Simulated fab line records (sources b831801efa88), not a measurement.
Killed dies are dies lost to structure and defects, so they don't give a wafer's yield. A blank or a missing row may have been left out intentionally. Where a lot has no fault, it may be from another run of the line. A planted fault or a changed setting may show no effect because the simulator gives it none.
Comparing a struck lot with a sound one ; flow sky130 ; 16 steps out of a route of 708
Sound: the wafers L768.1, L768.5, L768.6. Wafers L783.1, L783.3, L783.4 were the ones struck. Last of all comes the cause.
Per side, at each step with rows, come the tool, then ch with its chambers, and then its first start. Under that, the readings that differ: sound wafers ; struck wafers ; difference of the means ; sigmas: that difference in standard deviations of wafers without a fault.
alike: same words and numbers on both sides, and readings whose means sit less than 2 such deviations apart. not compared: any withheld reading, any reading some wafer has no value for, any bound like >300 that may hide the same value, and any number with overlapping values for which the record gives no deviation.
Wherever a step has rows on one side only, a row that says differs or no value, or a row with sigmas, the two part there. Numbers that have no deviation but don't overlap get no sigmas and don't part them. A reading that every wafer of one side lacks parts them only if that side has two wafers or more.

SKY_VIA1_BOW_MEAS_03:
  sound on film metro-01, day 33 07:35; struck on film metro-01, day 38 05:05
  alike: VIA1_BOW
then, 8 steps without rows for these wafers: SKY_VIA1_DEHYDRATE_04 (time 60 s); SKY_VIA1_HMDS_05 (prime time 60 s); SKY_VIA1_COAT_06 (resist thk 60 nm); SKY_VIA1_COAT_07 (resist thk 450 nm); SKY_VIA1_SOFTBAKE_08 (time 90 s); SKY_VIA1_EXPOSE_09 (exposes mask VIM, target cd 150 nm); SKY_VIA1_PEB_10; SKY_VIA1_DEVELOP_11 (develop time 60 s).
SKY_VIA1_CD_MEAS_12: the cd target is 150 nm.
  sound on cd sem-01, day 34 09:52; struck on cd sem-01, day 39 06:08
  alike: cd nm
SKY_VIA1_OVL_MEAS_13:
  sound on overlay-02, day 34 09:59; struck on overlay-02, day 39 06:15
  alike: VIA1_OVL
SKY_VIA1_ETCH_14: etches BARC in N2/H2, stops on SiO2, time 45.9 s, target depth 60 nm.
  sound on rie diel-02 ch 0,1,3, day 34 10:01; struck on rie diel-02 ch 0,1,3, day 39 06:17
  alike: bias w, chamber pressure mTorr, drypump motor current A, oes product au, throttle valve pct
  not compared: rf hours counter h
SKY_VIA1_ETCH_15: etches SiO2 in C4F8/O2/Ar, stops on TiN, target depth 351 nm, time 54 s.
  sound on rie diel-02 ch 0,1,3, day 34 10:04; struck on rie diel-02 ch 0,1,3, day 39 06:19
  no value came back on the struck wafers for bias w (W), chamber pressure mTorr (mTorr), oes product au (a.u.); on the sound wafers bias w (W) reads 1199 1196 1201
reading;sound;struck;difference;sigmas
model.KrF-thick_of_VIA1_COAT_07.thk nm (nm);322.6 317.7 324.1;393.1 390.5 393.2;+70.8;
  not compared: rf hours counter h
SKY_VIA1_STRIP_16: strips in O2/N2.
  sound on plasma asher-03 ch 0,1, day 34 10:06; struck on plasma asher-03 ch 0,1, day 39 06:22
reading;sound;struck;difference;sigmas
oes product au (a.u.);0.414 0.406 0.417;0.445 0.443 0.448;+0.033;+6
strip time to endpoint s (s);4.468 4.405 4.470;5.186 5.189 5.206;+0.746;+26
  alike: drypump motor current A
  not compared: rf hours counter h
then, 1 step without rows for these wafers: SKY_VIA1_STRIP_17 (strips in post etch residue remover, time 1200 s).
-- the record jumps here: 11 days lie between the struck wafers' starts before and after (it left off in module VIA1 and takes up again in module PAD_OPEN, whose first step shown is number 708 of the route) --
SKY_PAD_OPEN_PROBE_99:
  sound on prober-02, day 46 04:08; struck on prober-01, day 49 18:35
reading;sound;struck;difference;sigmas
hold;- - -;await dispo/4.9h/scrap await dispo/4.9h/scrap await dispo/4.9h/scrap;no value on the sound wafers;
defect limited yield (%);83.1 86.8 87.0;0 0 0;-86;-39
killed_at_M0_to_M3;41 32 29;450 445 455;+416;+59
killed dies;83 65 64;492 492 492;+421;+38
killed on rim;24 13 8;96 96 96;+81;+19
sort_bin_5_function (%);11.2 6.9 8.9;91.7 91.9 91.5;+82.7;+52
sort_bin_6_memory (%);5.5 5.1 3.7;7.5 6.9 6.7;+2.3;+2
sort n pass;409 427 428;0 0 0;-421;-38
sort yield pct (%);83.1 86.8 87.0;0 0 0;-86;-39
  alike: killed_at_M4_up, killed at contacts, killed at front end, killed at other, killed open, killed short, sort_bin_3_pad_short

== WHERE THEY PART ==
First at SKY_VIA1_ETCH_15; last, within this record, at SKY_PAD_OPEN_PROBE_99.

WHY: the cause the simulator had injected
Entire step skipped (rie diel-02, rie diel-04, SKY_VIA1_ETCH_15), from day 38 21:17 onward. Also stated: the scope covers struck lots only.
